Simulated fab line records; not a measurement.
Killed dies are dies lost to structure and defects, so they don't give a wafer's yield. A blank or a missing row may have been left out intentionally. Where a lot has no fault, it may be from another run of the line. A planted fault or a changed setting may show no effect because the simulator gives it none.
Which tool was responsible? / flow sky130 / Sampling: 11 lots, 33 wafers, 3 of 708 route steps

== WHAT EACH GAUGE READ, for each wafer ==
SKY_VIA4_BOW_MEAS_03.
lot=L615; measured=day 42 05:36; on=film-metro-03; VIA4_BOW (um)=96 89 88
lot=L617; measured=day 43 04:01; on=film-metro-04; VIA4_BOW (um)=80 78 78
lot=L622; measured=day 44 12:50; on=film-metro-02; VIA4_BOW (um)=86 87 75
lot=L625; measured=day 46 20:09; on=film-metro-03; VIA4_BOW (um)=123 127 118
lot=L627; measured=day 46 21:17; on=film-metro-03; VIA4_BOW (um)=138 137 148
lot=L629; measured=day 46 23:25; on=film-metro-03; VIA4_BOW (um)=76 83 86
lot=L630; measured=day 47 02:44; on=film-metro-03; VIA4_BOW (um)=96 93 88
lot=L631; measured=day 47 03:22; on=film-metro-03; VIA4_BOW (um)=59 79 79
lot=L632; measured=day 47 08:16; on=film-metro-03; VIA4_BOW (um)=68 70 73
lot=L634; measured=day 47 17:43; on=film-metro-02; VIA4_BOW (um)=90 92 74
lot=L635; measured=day 47 23:58; on=film-metro-03; VIA4_BOW (um)=85 81 72

== WHAT TOOL EACH LOT RAN ON (gives the tool, then ch and the chambers of the sampled wafers, and finally the start) ==
lot=L615; SKY_CONTACT_ETCH_16=rie-diel-04 ch 0,2,3, day 32 00:28; SKY_VIA4_CMP_02=cmp-02 ch 1,2,3, day 42 05:21
lot=L617; SKY_CONTACT_ETCH_16=rie-diel-04 ch 0,1,2, day 32 23:55; SKY_VIA4_CMP_02=cmp-01 ch 0,1,2, day 43 03:51
lot=L622; SKY_CONTACT_ETCH_16=rie-diel-04 ch 1,2,3, day 34 17:49; SKY_VIA4_CMP_02=cmp-02 ch 0,2,3, day 44 12:32
lot=L625; SKY_CONTACT_ETCH_16=rie-diel-01 ch 1,2,3, day 37 11:13; SKY_VIA4_CMP_02=cmp-02 ch 1,2,3, day 46 19:54
lot=L627; SKY_CONTACT_ETCH_16=rie-diel-04 ch 0,3, day 37 15:16; SKY_VIA4_CMP_02=cmp-02 ch 0,2, day 46 21:01
lot=L629; SKY_CONTACT_ETCH_16=rie-diel-04 ch 0,1, day 37 16:52; SKY_VIA4_CMP_02=cmp-01 ch 0,2, day 46 23:07
lot=L630; SKY_CONTACT_ETCH_16=rie-diel-03 ch 0,2,3, day 37 21:58; SKY_VIA4_CMP_02=cmp-01 ch 1,2,3, day 47 02:23
lot=L631; SKY_CONTACT_ETCH_16=rie-diel-01 ch 0,3, day 37 23:47; SKY_VIA4_CMP_02=cmp-02 ch 0,3, day 47 03:04
lot=L632; SKY_CONTACT_ETCH_16=rie-diel-01 ch 0,1,3, day 38 05:14; SKY_VIA4_CMP_02=cmp-02 ch 0,1,2, day 47 08:00
lot=L634; SKY_CONTACT_ETCH_16=rie-diel-03 ch 0,1,3, day 38 17:20; SKY_VIA4_CMP_02=cmp-02 ch 0,1, day 47 17:25
lot=L635; SKY_CONTACT_ETCH_16=rie-diel-04 ch 0,3, day 38 22:46; SKY_VIA4_CMP_02=cmp-02 ch 0,1,2, day 47 23:46
- SKY_CONTACT_ETCH_16: etches BARC in N2/H2, stops on SiO2, time 45.9 s, target depth 60 nm.
- SKY_VIA4_CMP_02: polishes SiO2.

== THE ANSWER, worked out from the rows above alone ==
Rule: what is usual is taken from the lots themselves. The widest of any qualifying gaps counts: lots, ordered by their means at a reading, are off when they make up no more than a third of the lots, leave a main group of 4 or more, and stand apart from it by 3 or more times the standard deviation of that group's means. A main group is skipped when, at the precision printed for the reading in the tables above, its means are all equal. Also off: a lot with no number at a reading for which 4 or more lots have one. The other lots that the step has rows for count as sound.
Off: L625, L627, seen at SKY_VIA4_BOW_MEAS_03 (VIA4_BOW). The main group has a mean of 82 um with a standard deviation of 7.
If a tool, at a process step before that reading, ran all the lots that are off and no sound lot after the first of them, it fits. Gauges at SKY_VIA4_BOW_MEAS_03: tried the same way as those tools. No candidate that was tried fits.

== WHAT THE SIMULATOR HAD INSERTED ==
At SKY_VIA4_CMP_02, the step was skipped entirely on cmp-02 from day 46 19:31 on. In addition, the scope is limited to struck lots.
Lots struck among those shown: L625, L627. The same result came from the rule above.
